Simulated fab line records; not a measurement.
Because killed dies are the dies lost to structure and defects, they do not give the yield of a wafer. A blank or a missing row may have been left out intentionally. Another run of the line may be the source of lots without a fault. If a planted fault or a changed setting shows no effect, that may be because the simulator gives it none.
What tool caused it? -- flow sky130 -- 39 wafers from 13 lots sampled at 2 of the route's 708 steps

WHAT THE GAUGES SHOWED, per wafer
SKY_VIA3_THK_MEAS_01.
lot,measured,on,VIA3_HDPCVD_THK (nm)
L226,day 38 13:52,film-metro-04,1638 1642 1627
L228,day 39 12:23,film-metro-02,1635 1635 1610
L229,day 40 05:11,film-metro-02,1648 1625 1643
L232,day 40 20:19,film-metro-02,1624 1652 1668
L231,day 40 22:00,film-metro-02,1655 1611 1617
L239,day 42 11:22,film-metro-02,1620 1647 1641
L240,day 42 23:20,film-metro-04,1648 1586 1618
L242,day 43 09:02,film-metro-01,1599 1619 1604
L243,day 43 16:10,film-metro-02,1615 1644 1649
L244,day 43 21:08,film-metro-02,1604 1649 1631
L245,day 44 00:28,film-metro-04,1591 1595 1624
L246,day 44 05:36,film-metro-04,1657 1670 1628
L248,day 45 07:54,film-metro-02,1645 1631 1671

SKY_VIA3_CD_MEAS_12: target cd 200 nm.
lot,measured,on,cd-nm (nm)
L226,day 39 14:24,cd-sem-01,199.5 200.7 201.6
L228,day 40 12:19,cd-sem-02,201.1 200.5 200.8
L229,day 41 05:56,cd-sem-01,198.4 197.9 197.8
L232,day 41 20:00,cd-sem-02,199.9 198.8 199.6
L231,day 41 21:31,cd-sem-01,199.3 198.5 198.5
L239,day 43 10:20,cd-sem-01,199.2 198.7 199.2
L240,day 43 22:58,cd-sem-01,200.2 200.3 200.7
L242,day 44 08:43,cd-sem-01,201.8 197.3 198.5
L243,day 44 14:39,cd-sem-01,201.3 202.7 201.1
L244,day 44 19:22,cd-sem-01,198.4 198.3 198.8
L245,day 44 22:55,cd-sem-01,198.1 198.6 199.9
L246,day 45 03:43,cd-sem-01,201.2 199.3 200.2
L248,day 46 05:38,cd-sem-01,201.9 203.2 202.6

WHAT TOOL EACH LOT RAN ON (gives the tool, then ch and the chambers of the sampled wafers, and finally the start)
The record holds no process step before these readings.

AS READ BY THE TOOLS THEMSELVES (means over the sampled wafers that have a number; for cases with no such wafer, the mark the record gives instead)
The record holds no such reading with a usual standard deviation.

THE ANSWER, worked out from the rows above alone
Rule: the usual values come from the lots themselves. Put in order of their means at a reading, lots are off if they are a third of the lots or fewer, leave a main group of 4 or more, and stand apart from it by a gap of 3 or more times the standard deviation of the main group's means; of several such gaps the widest counts. Not used: any main group whose means are identical at the precision the tables above print for the reading. A lot without any number at a reading at which 4 lots or more have one is off too. Any other lot the step has rows for is counted as sound. Order of review: gauges by route order, followed by the tools' own readings, for which a lot's mean as printed above is used. At the first step where some lot is off, the reading lying furthest off is the one used; lots without a number count as furthest.
Across all readings shown, no lot is off: no conclusion can be drawn from this.

WHAT WAS PUT IN BY THE SIMULATOR
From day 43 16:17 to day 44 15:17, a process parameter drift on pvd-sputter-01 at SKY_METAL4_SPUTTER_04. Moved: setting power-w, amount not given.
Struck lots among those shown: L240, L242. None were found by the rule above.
